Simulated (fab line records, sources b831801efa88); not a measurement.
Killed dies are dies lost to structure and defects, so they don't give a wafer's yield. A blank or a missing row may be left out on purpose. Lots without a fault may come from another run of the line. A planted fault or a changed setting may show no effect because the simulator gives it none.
Chamber matching | flow gf180mcu | GF_V1_CMP_26 on cmp-01: 4 sister chambers
The step polishes, stops on SiO2, t overpolish 15.68 s, target thk 0 nm. 8 wafers are shown with their chamber, then 8 later ones without.

WAFERS WITH THEIR CHAMBER
wafer  | chamber | motor_current_A (A) | head_pressure_psi (psi)
L527.1 | 0       | 12.1                | 3.510
L534.1 | 1       | 11.3                | 3.500
L535.2 | 3       | 11.3                | 3.506
L535.6 | 1       | 11.2                | 3.503
L540.2 | 2       | 9.9                 | 3.512
L540.3 | 0       | 13.0                | 3.509
L540.4 | 3       | 11.1                | 3.503
L545.1 | 2       | 10.0                | 3.494

WAFERS WITHOUT THEIR CHAMBER
wafer  | motor_current_A (A) | head_pressure_psi (psi)
L545.3 | 11.5                | 3.488
L545.4 | 12.9                | 3.490
L546.1 | 10.5                | 3.501
L546.3 | 11.2                | 3.505
L546.6 | 10.5                | 3.500
L547.1 | 10.4                | 3.515
L547.2 | 10.9                | 3.498
L547.6 | 10.9                | 3.499

WHICH CHAMBER EACH WENT THROUGH
wafer  | from the rows above          | in truth
L545.3 | can't be placed: 1 or 3      | 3
L545.4 | 0                            | 0
L546.1 | can't be placed: 2 or 3 or 1 | 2
L546.3 | can't be placed: 3 or 1      | 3
L546.6 | can't be placed: 2 or 3 or 1 | 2
L547.1 | can't be placed: 2 or 3 or 1 | 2
L547.2 | can't be placed: 1 or 3 or 2 | 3
L547.6 | can't be placed: 1 or 3 or 2 | 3
Placed correctly: 1 of 8. Can't be placed from these rows: 7 (the true chamber is among the candidates in 7). Placed wrongly: 0.
How it was worked out, from the rows above alone: a wafer's distance from a chamber is the root of the sum, over the readings, of the square of ((its reading less the chamber's mean) divided by the reading's scatter). The wafer belongs to the nearest chamber; if the next one is less than 2 further off, it can't be placed. A chamber's mean is the mean of its shown wafers. The scatter: the root of (the sum of the squares of (reading less its chamber's mean) over the shown wafers, divided by (wafers less chambers)).
